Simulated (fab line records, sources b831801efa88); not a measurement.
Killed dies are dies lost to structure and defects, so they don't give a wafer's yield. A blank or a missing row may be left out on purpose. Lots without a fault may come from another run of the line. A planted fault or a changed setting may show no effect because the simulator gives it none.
fab line records | flow sky130
record lots=13 wafers=39 last_day=50
route steps=708 shown VIA1@460 CAP2M@604 METAL5@662 PAD_OPEN@708
lots that met no fault: from a run of the same line without faults
start_h: hours from the record's first day to the start of the lot's first wafer shown | wait_h: hours since the lot's step before | " the same as in the row above | L1.1+2: a row that stands for several wafers | - no value, or no start given | * or withheld: withheld | < > ~ a bound
route shown NAME@n: a module of which the file shows steps, and the number in the route of the first | usual: mean/standard deviation of fault-free wafers | same: alike in all rows | chamber/n: place in a boat | sites: the reading at each site | _std_site: their standard deviation | _edge_site: outer sites' mean less inner sites' | radius_mm: how far each site lies from the wafer's centre | mask NAME#n: copy n | behind: the tool/chamber that last shaped the wafer | hold: why the lot was held/for how many hours/how that ended | device: the transistor (n, p or np) that didn't switch | end of line: the same wafers' tests at the end of the route | a step without rows: its recipe alone | killed: dies lost to structure and defects at the first sort, not the wafer's yield | map: a wafer's dies, x killed, . not, _ none there
set.NAME: the setting as run; set.NAME@STEP: as run at that earlier step | model.NAME: the simulator's own value behind a step, which no gauge read
steps of the route over a sample of lots; a table a step, a row a wafer
services: from which hour (start_h, from the record's first day; less than 0 if before it) a tool's chamber was out of use, for how many hours, and why
## steps
# step SKY_VIA1_CMP_02
# recipe material=SiO2 down_force_psi=4 platen_rpm=60 pad_velocity_m_s=0.94248
# usual head_pressure_psi=4.001/0.0082 motor_current_A=11.9/1.2
# columns lot.wafer tool chamber start_h wait_h head_pressure_psi motor_current_A
L485.1 cmp-01 0 760.51 0.1 3.979 10.9
L485.5 " 2 " " 4.005 11.4
L485.6 " 3 " " 4.004 9.9
L486.3 cmp-02 0 767.05 0.3 4.007 11.7
L486.2 " 1 " " 4.003 11.3
L486.6 " 0 " " 4.009 12.0
L487.4 cmp-01 2 779.77 0.0 4.012 11.5
L487.3 " 1 " " 3.994 13.6
L487.6 " 3 " " 3.996 9.5
L488.4 cmp-02 2 786.09 0.0 4.004 11.7
L488.3 " 0 " " 3.997 11.6
L488.5 " 2 " " 3.996 12.2
L489.1 cmp-01 2 794.79 0.1 4.009 11.5
L489.2 " 0 " " 4.013 10.9
L489.3 " 1 " " 3.995 13.7
L490.4 cmp-02 2 810.36 0.0 4.011 11.9
L490.2 " 3 " " 4.000 14.1
L490.3 " 0 " " 4.001 11.7
L491.2 cmp-01 1 821.96 0.0 4.005 13.5
L491.3 " 0 " " 4.000 11.5
L491.6 " 2 " " 4.000 11.9
L493.1 cmp-01 2 826.01 0.1 3.992 11.3
L493.3 " 1 " " 4.014 13.1
L493.6 " 2 " " 3.989 11.9
L495.2 cmp-01 0 832.97 0.2 4.005 11.3
L495.3 " 1 " " 3.998 14.0
L495.5 " 3 " " 3.998 9.9
L496.3 cmp-01 2 842.27 0.1 3.991 11.8
L496.6 " 0 " " 4.006 11.1
L496.5 " 1 " " 4.004 13.3
L506.3 cmp-02 3 919.26 0.0 3.999 13.5
L506.4 " 0 " " 3.995 12.3
L506.6 " 3 " " 4.007 13.9
L507.4 cmp-02 1 923.25 0.3 4.003 11.9
L507.6 " 0 " " 3.997 11.0
L507.5 " 1 " " 4.002 11.6
L508.2 cmp-02 3 930.76 0.0 4.008 13.7
L508.3 " 1 " " 4.013 11.1
L508.4 " 2 " " 3.999 11.5
# step SKY_CAP2M_THK_MEAS_01
# recipe reads=SiO2_of_CAP2M_CVD_00
# usual CAP2M_CVD_00_THK=15.56/0.24
# columns lot.wafer tool chamber start_h wait_h CAP2M_CVD_00_THK[nm]
L485.1 film_metro-01 - 926.28 - 15.81
L485.5 " - " " 15.89
L485.6 " - " " 15.81
L486.2 film_metro-03 - 932.07 - 15.49
L486.3 " - " " 15.28
L486.6 " - " " 15.33
L487.3 film_metro-03 - 942.40 - 15.34
L487.4 " - " " 15.47
L487.6 " - " " 15.58
L488.3 film_metro-03 - 948.91 - 15.60
L488.4 " - " " 15.56
L488.5 " - " " 15.88
L489.1 film_metro-03 - 957.96 - 15.54
L489.2 " - " " 15.41
L489.3 " - " " 15.62
L490.2 film_metro-01 - 971.76 - 15.14
L490.3 " - " " 15.43
L490.4 " - " " 15.53
L491.2 film_metro-03 - 982.16 - 15.29
L491.3 " - " " 15.22
L491.6 " - " " 15.42
L493.1 film_metro-03 - 987.25 - 15.54
L493.3 " - " " 15.49
L493.6 " - " " 16.02
L495.2 film_metro-01 - 992.39 - 15.51
L495.3 " - " " 15.95
L495.5 " - " " 15.81
L496.3 film_metro-02 - 1000.07 - 15.74
L496.5 " - " " 15.55
L496.6 " - " " 15.78
L506.3 film_metro-03 - 1069.03 - 15.58
L506.4 " - " " 15.61
L506.6 " - " " 15.65
L507.4 film_metro-02 - 1071.78 - 15.25
L507.5 " - " " 15.84
L507.6 " - " " 15.44
L508.2 film_metro-03 - 1077.78 - 15.61
L508.3 " - " " 15.40
L508.4 " - " " 15.74
# step SKY_METAL5_SPUTTER_01
# recipe material=TiN target_thk_nm=20 power_w=6500 time_s=16.7 chamber_pressure_pa=0.4
# usual throttle_valve_pct=29.6/1
# columns lot.wafer tool chamber start_h wait_h throttle_valve_pct
L485.1 pvd_sputter-03 - 1002.75 0.0 28.9
L485.5 " - " " 31.1
L485.6 " - " " 28.3
L486.2 pvd_sputter-02 - 1008.44 0.0 28.5
L486.3 " - " " 28.3
L486.6 " - " " 28.3
L487.3 pvd_sputter-03 - 1016.68 0.0 29.0
L487.4 " - " " 28.2
L487.6 " - " " 28.7
L488.3 pvd_sputter-01 - 1023.74 0.0 30.6
L488.4 " - " " 30.7
L488.5 " - " " 29.4
L489.1 pvd_sputter-01 - 1030.57 0.0 30.4
L489.2 " - " " 30.2
L489.3 " - " " 29.7
L490.2 pvd_sputter-01 - 1044.67 0.0 30.3
L490.3 " - " " 29.4
L490.4 " - " " 30.7
L491.2 pvd_sputter-01 - 1053.17 0.0 29.2
L491.3 " - " " 30.8
L491.6 " - " " 30.2
L493.1 pvd_sputter-02 - 1058.88 0.0 30.1
L493.3 " - " " 28.1
L493.6 " - " " 28.0
L495.2 pvd_sputter-01 - 1061.98 0.0 30.2
L495.3 " - " " 30.0
L495.5 " - " " 30.2
L496.3 pvd_sputter-01 - 1070.02 0.0 29.7
L496.5 " - " " 30.5
L496.6 " - " " 30.6
L506.3 pvd_sputter-03 - 1134.95 0.0 31.0
L506.4 " - " " 29.3
L506.6 " - " " 28.8
L507.4 pvd_sputter-03 - 1135.63 0.0 31.1
L507.5 " - " " 28.0
L507.6 " - " " 29.1
L508.2 pvd_sputter-03 - 1140.98 0.0 29.2
L508.3 " - " " 31.0
L508.4 " - " " 29.0
# step SKY_METAL5_SPUTTER_04
# recipe material=TiN target_thk_nm=70 power_w=6500 time_s=58.3 chamber_pressure_pa=0.4
# usual throttle_valve_pct=29.6/1
# columns lot.wafer tool chamber start_h wait_h throttle_valve_pct
L485.1 pvd_sputter-03 - 1002.84 0.0 28.7
L485.5 " - " " 31.1
L485.6 " - " " 28.2
L486.2 pvd_sputter-02 - 1008.54 0.0 28.5
L486.3 " - " " 28.5
L486.6 " - " " 28.5
L487.3 pvd_sputter-03 - 1016.78 0.0 29.3
L487.4 " - " " 28.2
L487.6 " - " " 28.7
L488.3 pvd_sputter-01 - 1023.83 0.0 30.0
L488.4 " - " " 30.6
L488.5 " - " " 29.4
L489.1 pvd_sputter-01 - 1030.66 0.0 30.4
L489.2 " - " " 30.5
L489.3 " - " " 29.5
L490.2 pvd_sputter-01 - 1044.76 0.0 30.5
L490.3 " - " " 29.6
L490.4 " - " " 30.7
L491.2 pvd_sputter-01 - 1053.26 0.0 29.5
L491.3 " - " " 30.8
L491.6 " - " " 30.4
L493.1 pvd_sputter-02 - 1058.98 0.0 30.2
L493.3 " - " " 28.5
L493.6 " - " " 28.4
L495.2 pvd_sputter-01 - 1062.07 0.0 30.2
L495.3 " - " " 30.1
L495.5 " - " " 30.3
L496.3 pvd_sputter-01 - 1070.11 0.0 29.3
L496.5 " - " " 30.6
L496.6 " - " " 30.6
L506.3 pvd_sputter-03 - 1135.05 0.0 30.9
L506.4 " - " " 29.2
L506.6 " - " " 28.8
L507.4 pvd_sputter-03 - 1135.74 0.0 31.2
L507.5 " - " " 28.2
L507.6 " - " " 29.5
L508.2 pvd_sputter-03 - 1141.08 0.0 29.5
L508.3 " - " " 30.8
L508.4 " - " " 29.3
# step SKY_PAD_OPEN_PROBE_99
# usual defect_limited_yield=82.1/1.7 killed_at_M0_to_M3=44/6.4 killed_at_M4_up=3.0/1.8 killed_at_contacts=24/5 killed_at_front_end=16/4.3 killed_at_other=0.4/0.76 killed_dies=88/8.6 killed_on_rim=18/4 killed_open=47/7.2 killed_short=40/5.5 sort_bin_3_pad_short=0.9/0.44 sort_bin_5_function=10.6/1.5 sort_bin_6_memory=6.4/1.2 sort_n_pass=404/8.6 sort_yield_pct=82.1/1.7
# same gross_dies=492 killed_at_back_side=0 sort_bin_4_leakage[%]=0 sort_bin_8_speed[%]=0
# columns lot.wafer tool chamber start_h wait_h defect_limited_yield[%] killed_at_M0_to_M3 killed_at_M4_up killed_at_contacts killed_at_front_end killed_at_other killed_dies killed_on_rim killed_open killed_short sort_bin_3_pad_short[%] sort_bin_5_function[%] sort_bin_6_memory[%] sort_n_pass sort_yield_pct[%]
L485.1 prober-01 - 1072.32 0.1 79.7 50 4 25 21 0 100 21 50 50 1.4 11.8 7.1 392 79.7
L485.5 prober-01 - 1072.52 0.2 82.3 40 5 25 17 0 87 14 45 42 0.6 11.8 5.3 405 82.3
L485.6 prober-01 - 1072.57 0.2 80.5 51 5 18 22 0 96 20 54 42 0.4 11.6 7.5 396 80.5
L486.2 prober-02 - 1077.97 0.1 80.1 49 3 27 19 0 98 13 53 44 1.0 11.6 7.3 394 80.1
L486.3 prober-02 - 1078.02 0.2 82.3 49 0 26 12 0 87 21 53 34 0.2 10.6 6.9 405 82.3
L486.6 prober-02 - 1078.17 0.2 81.5 42 3 29 16 1 91 12 56 35 0.6 11.0 6.9 401 81.5
L487.3 prober-01 - 1085.65 0.2 85.6 39 4 16 12 0 71 14 35 36 1.6 8.9 3.9 421 85.6
L487.4 prober-01 - 1085.70 0.2 82.3 51 5 13 17 1 87 19 48 39 0.6 11.2 5.9 405 82.3
L487.6 prober-01 - 1085.80 0.2 80.5 51 5 22 18 0 96 19 61 35 0.6 11.4 7.5 396 80.5
L488.3 prober-02 - 1091.58 0.2 80.7 52 1 28 14 0 95 20 50 44 1.0 11.0 7.3 397 80.7
L488.4 prober-02 - 1091.63 0.2 81.5 46 4 23 18 0 91 16 42 49 1.8 10.0 6.7 401 81.5
L488.5 prober-02 - 1091.68 0.2 85.4 37 0 20 14 1 72 14 37 34 0.6 8.1 5.9 420 85.4
L489.1 prober-01 - 1098.11 0.1 84.6 39 3 22 11 1 76 15 39 37 0.2 8.9 6.3 416 84.6
L489.2 prober-01 - 1098.16 0.1 81.5 50 4 30 7 0 91 17 42 49 1.4 10.8 6.3 401 81.5
L489.3 prober-01 - 1098.21 0.2 81.1 53 3 21 16 0 93 17 56 37 0.8 9.1 8.9 399 81.1
L490.2 prober-02 - 1112.21 0.1 84.1 44 2 19 13 0 78 15 39 38 0.6 8.7 6.5 414 84.1
L490.3 prober-02 - 1112.26 0.2 83.5 42 3 17 19 0 81 17 50 31 1.0 8.5 6.9 411 83.5
L490.4 prober-02 - 1112.31 0.2 81.3 53 4 23 12 0 92 16 50 42 0.4 12.0 6.3 400 81.3
L491.2 prober-01 - 1117.65 0.1 79.7 52 1 27 20 0 100 15 64 36 0.8 12.6 6.9 392 79.7
L491.3 prober-01 - 1117.70 0.2 81.1 44 5 32 12 0 93 12 57 36 0.4 10.8 7.7 399 81.1
L491.6 prober-01 - 1117.85 0.2 81.3 44 3 28 17 0 92 17 50 41 0.4 10.0 8.3 400 81.3
L493.1 prober-01 - 1122.88 0.1 85.0 34 2 14 24 0 74 15 40 34 1.6 8.1 5.3 418 85.0
L493.3 prober-01 - 1122.98 0.2 81.5 45 4 22 20 0 91 17 48 43 0.8 10.4 7.3 401 81.5
L493.6 prober-01 - 1123.13 0.2 82.1 44 2 23 19 0 88 19 43 45 0 12.0 5.9 404 82.1
L495.2 prober-01 - 1126.75 0.1 38.0 276 4 22 3 0 305 61 35 32 4.5 40.4 17.1 187 38.0
L495.3 prober-01 - 1126.80 0.2 36.2 274 1 27 12 0 314 71 47 20 5.1 43.3 15.4 178 36.2
L495.5 prober-01 - 1126.90 0.2 42.1 248 4 25 8 0 285 58 41 33 3.0 39.2 15.7 207 42.1
L496.3 prober-02 - 1134.31 0.2 40.0 264 1 11 19 0 295 59 26 35 3.0 38.2 18.7 197 40.0
L496.5 prober-02 - 1134.41 0.2 39.8 264 2 15 15 0 296 54 34 31 2.2 40.4 17.5 196 39.8
L496.6 prober-02 - 1134.46 0.2 42.1 257 1 16 10 1 285 53 30 33 3.9 41.3 12.8 207 42.1
L506.3 prober-02 - 1190.47 0.2 85.0 37 4 17 15 1 74 22 50 22 1.0 8.1 5.9 418 85.0
L506.4 prober-02 - 1190.52 0.2 82.1 43 1 25 19 0 88 16 49 37 0.4 9.8 7.7 404 82.1
L506.6 prober-02 - 1190.62 0.2 81.7 41 0 32 17 0 90 20 50 39 1.4 11.4 5.5 402 81.7
L507.4 prober-01 - 1192.02 0.2 81.3 34 3 36 17 2 92 15 50 39 0.8 12.0 5.9 400 81.3
L507.5 prober-01 - 1192.07 0.2 84.6 43 6 16 11 0 76 16 38 36 1.0 8.7 5.7 416 84.6
L507.6 prober-01 - 1192.12 0.2 79.9 53 0 28 18 0 99 20 47 50 0.8 12.0 7.3 393 79.9
L508.2 prober-02 - 1195.49 0.1 79.1 49 2 27 25 0 103 16 68 35 1.0 12.8 7.1 389 79.1
L508.3 prober-02 - 1195.54 0.2 82.9 42 3 20 19 0 84 19 41 43 1.0 11.4 4.7 408 82.9
L508.4 prober-02 - 1195.59 0.2 78.5 59 2 32 12 1 106 23 57 49 0.6 13.2 7.7 386 78.5
# killed by level:class
L485.1 VIA1:geometric_particle:open=17 METAL2:geometric_particle:short=9 POLY_GATE:geometric_particle:short=8 CONTACT:geometric_particle:open=8 POLY_GATE:geometric_particle:open=6 LI_CONTACT:geometric_particle:open=5 CONTACT:geometric_particle:short=5 METAL1:geometric_particle:short=5
L485.5 CONTACT:geometric_particle:open=9 VIA2:geometric_particle:open=9 LI_CONTACT:geometric_particle:open=7 POLY_GATE:geometric_particle:short=6 VIA1:geometric_particle:open=6 VIA1:geometric_particle:short=6 VIA3:geometric_particle:open=6 FIELD_ISO:geometric_particle:short=5
L485.6 VIA1:geometric_particle:open=14 POLY_GATE:geometric_particle:open=7 CONTACT:geometric_particle:open=7 VIA2:geometric_particle:open=7 POLY_GATE:geometric_particle:short=6 LI_CONTACT:geometric_particle:open=6 METAL2:geometric_particle:short=6 FIELD_ISO:geometric_particle:short=5
L486.2 CONTACT:geometric_particle:open=12 VIA1:geometric_particle:open=12 FIELD_ISO:geometric_particle:short=7 VIA2:geometric_particle:short=6 VIA3:geometric_particle:open=6 POLY_GATE:geometric_particle:open=5 METAL1:geometric_particle:open=5 LI_CONTACT:geometric_particle:open=4
L486.3 VIA1:geometric_particle:open=11 CONTACT:geometric_particle:open=9 METAL1:geometric_particle:short=8 VIA3:geometric_particle:open=8 LI_CONTACT:geometric_particle:open=7 VIA2:geometric_particle:open=7 CONTACT:geometric_particle:short=5 FIELD_ISO:geometric_particle:short=4
L486.6 VIA2:geometric_particle:open=12 LI_CONTACT:geometric_particle:open=11 CONTACT:geometric_particle:open=8 VIA1:geometric_particle:open=7 CONTACT:geometric_particle:short=7 VIA3:geometric_particle:open=6 POLY_GATE:geometric_particle:open=5 FIELD_ISO:geometric_particle:open=4
L487.3 VIA1:geometric_particle:open=7 LI_CONTACT:geometric_particle:open=6 VIA3:geometric_particle:open=6 CONTACT:geometric_particle:open=5 VIA1:geometric_particle:short=5 VIA2:geometric_particle:open=5 FIELD_ISO:geometric_particle:short=4 METAL1:geometric_particle:short=4
L487.4 VIA2:geometric_particle:open=13 VIA1:geometric_particle:open=10 VIA3:geometric_particle:open=8 CONTACT:geometric_particle:open=6 METAL1:geometric_particle:short=6 VIA1:geometric_particle:short=4 METAL4:geometric_particle:short=4 FIELD_ISO:geometric_particle:short=3
L487.6 VIA1:geometric_particle:open=17 CONTACT:geometric_particle:open=9 VIA3:geometric_particle:open=8 POLY_GATE:geometric_particle:short=6 VIA2:geometric_particle:open=6 VIA1:geometric_particle:short=6 POLY_GATE:geometric_particle:open=5 LI_CONTACT:geometric_particle:open=5
L488.3 VIA1:geometric_particle:open=10 CONTACT:geometric_particle:open=9 VIA3:geometric_particle:short=8 POLY_GATE:geometric_particle:open=7 VIA3:geometric_particle:open=7 LI_CONTACT:geometric_particle:open=6 METAL3:geometric_particle:short=6 CONTACT:geometric_particle:short=5
L488.4 CONTACT:geometric_particle:open=12 VIA1:geometric_particle:open=7 VIA2:geometric_particle:open=7 POLY_GATE:geometric_particle:short=6 METAL1:geometric_particle:short=6 VIA1:geometric_particle:short=6 VIA3:geometric_particle:short=6 VIA3:geometric_particle:open=5
L488.5 VIA1:geometric_particle:open=9 VIA1:geometric_particle:short=8 CONTACT:geometric_particle:open=7 LI_CONTACT:geometric_particle:open=6 POLY_GATE:geometric_particle:short=5 VIA3:geometric_particle:short=5 POLY_GATE:geometric_particle:open=4 VIA2:geometric_particle:open=4
L489.1 VIA3:geometric_particle:open=8 METAL2:geometric_particle:short=7 VIA1:geometric_particle:open=7 LI_CONTACT:geometric_particle:open=5 CONTACT:geometric_particle:open=5 POLY_GATE:geometric_particle:open=4 CONTACT:geometric_particle:short=4 VIA1:geometric_particle:short=4
L489.2 VIA1:geometric_particle:open=12 METAL1:geometric_particle:short=10 LI_CONTACT:geometric_particle:open=9 CONTACT:geometric_particle:open=7 VIA1:geometric_particle:short=7 LI_CONTACT:geometric_particle:short=6 METAL3:geometric_particle:short=5 VIA3:geometric_particle:open=5
L489.3 VIA1:geometric_particle:open=21 CONTACT:geometric_particle:open=7 LI_CONTACT:geometric_particle:open=6 POLY_GATE:geometric_particle:open=5 METAL2:geometric_particle:short=5 METAL1:geometric_particle:short=5 VIA1:geometric_particle:short=5 SPACER:geometric_particle:open=4
L490.2 VIA1:geometric_particle:open=8 VIA2:geometric_particle:short=8 VIA2:geometric_particle:open=7 LI_CONTACT:geometric_particle:open=6 CONTACT:geometric_particle:open=5 METAL2:geometric_particle:open=5 METAL2:geometric_particle:short=4 VIA3:geometric_particle:open=4
L490.3 VIA1:geometric_particle:open=18 LI_CONTACT:geometric_particle:open=9 FIELD_ISO:geometric_particle:open=5 FIELD_ISO:geometric_particle:short=5 METAL2:geometric_particle:short=5 VIA3:geometric_particle:open=5 CONTACT:geometric_particle:short=4 CONTACT:geometric_particle:open=4
L490.4 VIA2:geometric_particle:open=12 VIA1:geometric_particle:open=11 METAL3:geometric_particle:short=8 LI_CONTACT:geometric_particle:open=7 CONTACT:geometric_particle:open=6 FIELD_ISO:geometric_particle:short=5 METAL1:geometric_particle:short=5 CONTACT:geometric_particle:short=4
L491.2 VIA1:geometric_particle:open=16 FIELD_ISO:geometric_particle:open=9 VIA3:geometric_particle:open=9 CONTACT:geometric_particle:open=8 VIA2:geometric_particle:open=8 LI_CONTACT:geometric_particle:open=7 FIELD_ISO:geometric_particle:short=6 LOCAL_INTERCONNECT:geometric_particle:short=6
L491.3 CONTACT:geometric_particle:open=15 VIA3:geometric_particle:open=9 VIA1:geometric_particle:open=8 VIA2:geometric_particle:open=6 LOCAL_INTERCONNECT:geometric_particle:short=6 METAL2:geometric_particle:short=6 FIELD_ISO:geometric_particle:short=5 LI_CONTACT:geometric_particle:open=5
L491.6 CONTACT:geometric_particle:open=11 VIA1:geometric_particle:open=10 VIA3:geometric_particle:open=9 LI_CONTACT:geometric_particle:open=8 METAL2:geometric_particle:short=7 FIELD_ISO:geometric_particle:short=5 FIELD_ISO:geometric_particle:open=5 METAL1:geometric_particle:short=5
L493.1 VIA1:geometric_particle:open=12 FIELD_ISO:geometric_particle:short=7 CONTACT:geometric_particle:open=7 FIELD_ISO:geometric_particle:open=5 METAL1:geometric_particle:short=5 CONTACT:geometric_particle:short=4 VIA3:geometric_particle:open=4 POLY_GATE:geometric_particle:short=3
L493.3 VIA1:geometric_particle:open=11 CONTACT:geometric_particle:open=9 VIA3:geometric_particle:open=7 VIA1:geometric_particle:short=6 VIA2:geometric_particle:open=6 FIELD_ISO:geometric_particle:open=4 FIELD_ISO:geometric_particle:short=4 POLY_GATE:geometric_particle:open=4
L493.6 VIA1:geometric_particle:open=13 LOCAL_INTERCONNECT:geometric_particle:short=7 METAL3:geometric_particle:short=7 VIA2:geometric_particle:open=6 METAL2:geometric_particle:short=6 FIELD_ISO:geometric_particle:short=5 POLY_GATE:geometric_particle:open=5 CONTACT:geometric_particle:short=5
L495.2 VIA1:unspecified=238 VIA1:geometric_particle:open=10 CONTACT:geometric_particle:open=8 METAL2:geometric_particle:short=8 CONTACT:geometric_particle:short=7 VIA3:geometric_particle:open=6 METAL4:geometric_particle:short=4 LI_CONTACT:geometric_particle:open=4
L495.3 VIA1:unspecified=247 CONTACT:geometric_particle:open=11 VIA1:geometric_particle:open=11 LI_CONTACT:geometric_particle:open=7 LOCAL_INTERCONNECT:geometric_particle:short=4 FIELD_ISO:geometric_particle:short=3 FIELD_ISO:geometric_particle:open=3 CONTACT:geometric_particle:short=3
L495.5 VIA1:unspecified=211 VIA1:geometric_particle:open=9 LI_CONTACT:geometric_particle:open=7 CONTACT:geometric_particle:open=7 METAL3:geometric_particle:short=5 FIELD_ISO:geometric_particle:open=4 LOCAL_INTERCONNECT:geometric_particle:short=4 VIA1:geometric_particle:short=4
L496.3 VIA1:unspecified=234 METAL1:geometric_particle:short=6 METAL2:geometric_particle:short=6 FIELD_ISO:geometric_particle:short=5 POLY_GATE:geometric_particle:short=4 VIA2:geometric_particle:open=4 FIELD_ISO:geometric_particle:open=3 POLY_GATE:geometric_particle:open=3
L496.5 VIA1:unspecified=229 VIA1:geometric_particle:open=9 CONTACT:geometric_particle:open=6 VIA3:geometric_particle:open=6 FIELD_ISO:geometric_particle:short=4 METAL2:geometric_particle:short=4 POLY_GATE:geometric_particle:open=3 LI_CONTACT:geometric_particle:open=3
L496.6 VIA1:unspecified=222 VIA1:geometric_particle:open=9 METAL2:geometric_particle:short=8 LOCAL_INTERCONNECT:geometric_particle:short=7 CONTACT:geometric_particle:open=5 LI_CONTACT:geometric_particle:open=4 FIELD_ISO:geometric_particle:short=3 METAL1:geometric_particle:short=3
L506.3 VIA1:geometric_particle:open=11 VIA2:geometric_particle:open=10 CONTACT:geometric_particle:open=9 FIELD_ISO:geometric_particle:open=6 VIA3:geometric_particle:open=5 POLY_GATE:geometric_particle:open=3 CONTACT:geometric_particle:short=3 VIA2:geometric_particle:short=3
L506.4 VIA1:geometric_particle:open=12 CONTACT:geometric_particle:open=10 FIELD_ISO:geometric_particle:short=8 LI_CONTACT:geometric_particle:open=6 VIA2:geometric_particle:open=6 VIA1:geometric_particle:short=5 VIA3:geometric_particle:open=5 METAL2:geometric_particle:short=5
L506.6 CONTACT:geometric_particle:open=13 LI_CONTACT:geometric_particle:open=10 VIA1:geometric_particle:open=10 VIA2:geometric_particle:open=8 FIELD_ISO:geometric_particle:short=5 POLY_GATE:geometric_particle:short=5 LOCAL_INTERCONNECT:geometric_particle:short=5 METAL2:geometric_particle:short=5
L507.4 LI_CONTACT:geometric_particle:open=13 CONTACT:geometric_particle:open=10 VIA1:geometric_particle:open=8 LI_CONTACT:geometric_particle:short=5 METAL2:geometric_particle:short=5 VIA2:geometric_particle:short=5 FIELD_ISO:geometric_particle:short=4 SPACER:geometric_particle:open=4
L507.5 METAL2:geometric_particle:short=9 VIA1:geometric_particle:open=8 LI_CONTACT:geometric_particle:open=6 VIA2:geometric_particle:open=6 VIA3:geometric_particle:open=5 METAL4:geometric_particle:short=5 METAL1:geometric_particle:short=5 VIA1:geometric_particle:short=4
L507.6 VIA1:geometric_particle:open=10 CONTACT:geometric_particle:open=8 VIA3:geometric_particle:open=7 LI_CONTACT:geometric_particle:open=6 METAL1:geometric_particle:short=6 METAL2:geometric_particle:short=6 FIELD_ISO:geometric_particle:short=5 LI_CONTACT:geometric_particle:short=5
L508.2 CONTACT:geometric_particle:open=14 VIA1:geometric_particle:open=12 VIA2:geometric_particle:open=10 FIELD_ISO:geometric_particle:short=8 VIA3:geometric_particle:open=7 LI_CONTACT:geometric_particle:open=6 METAL1:geometric_particle:short=6 FIELD_ISO:geometric_particle:open=5
L508.3 VIA1:geometric_particle:open=9 LI_CONTACT:geometric_particle:open=7 FIELD_ISO:geometric_particle:open=6 FIELD_ISO:geometric_particle:short=5 VIA3:geometric_particle:short=5 METAL1:geometric_particle:short=5 VIA2:geometric_particle:short=5 VIA2:geometric_particle:open=5
L508.4 VIA2:geometric_particle:open=13 CONTACT:geometric_particle:open=12 VIA3:geometric_particle:open=10 LI_CONTACT:geometric_particle:open=8 CONTACT:geometric_particle:short=6 METAL2:geometric_particle:short=6 METAL3:geometric_particle:short=6 VIA1:geometric_particle:open=5
## services
# columns tool chamber start_h hours kind
cmp-02 - 740.25 7.9 pm
cmp-01 - 744.03 4.0 pm
pvd_sputter-03 - 807.58 1.4 repair
cmp-02 - 812.20 0.6 repair
cmp-02 - 830.73 3.0 repair
cmp-02 - 855.57 0.8 repair
cmp-02 - 875.83 0.6 repair
pvd_sputter-03 - 879.07 4.5 repair
cmp-02 - 912.00 4.0 pm
cmp-01 - 922.22 2.5 repair
pvd_sputter-03 - 928.79 0.6 repair
cmp-02 - 929.32 0.3 repair
cmp-01 - 950.25 5.6 pm
cmp-01 - 972.54 0.9 repair
cmp-02 - 988.06 0.8 repair
pvd_sputter-03 - 999.83 1.9 repair
pvd_sputter-01 - 1008.39 2.2 repair
cmp-01 - 1018.19 0.4 repair
pvd_sputter-03 - 1029.83 0.6 repair
pvd_sputter-03 - 1054.86 1.7 repair
pvd_sputter-03 - 1069.94 2.9 repair
cmp-01 - 1084.03 4.0 pm
cmp-02 - 1109.47 4.2 pm
pvd_sputter-01 - 1130.45 3.5 repair
## key
first_sign step=SKY_PAD_OPEN_PROBE_99 reading=killed_at_M0_to_M3 direction=up sigmas=34 usual=44 struck=264
effect step=SKY_PAD_OPEN_PROBE_99 reading=defect_limited_yield direction=down sigmas=24 usual=82.1 struck=39.7
met_at SKY_VIA1_CMP_02
struck_lots L495,L496
not_acting_at SKY_CAP2M_THK_MEAS_01,SKY_METAL5_SPUTTER_01,SKY_METAL5_SPUTTER_04
onset_between 826.01 832.97
fault kind=chamber_particle_source tool=cmp-01 chamber=- onset_h=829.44 steps=SKY_VIA1_CMP_02 rate_per_visit_cm2=1.3372 end_h=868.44
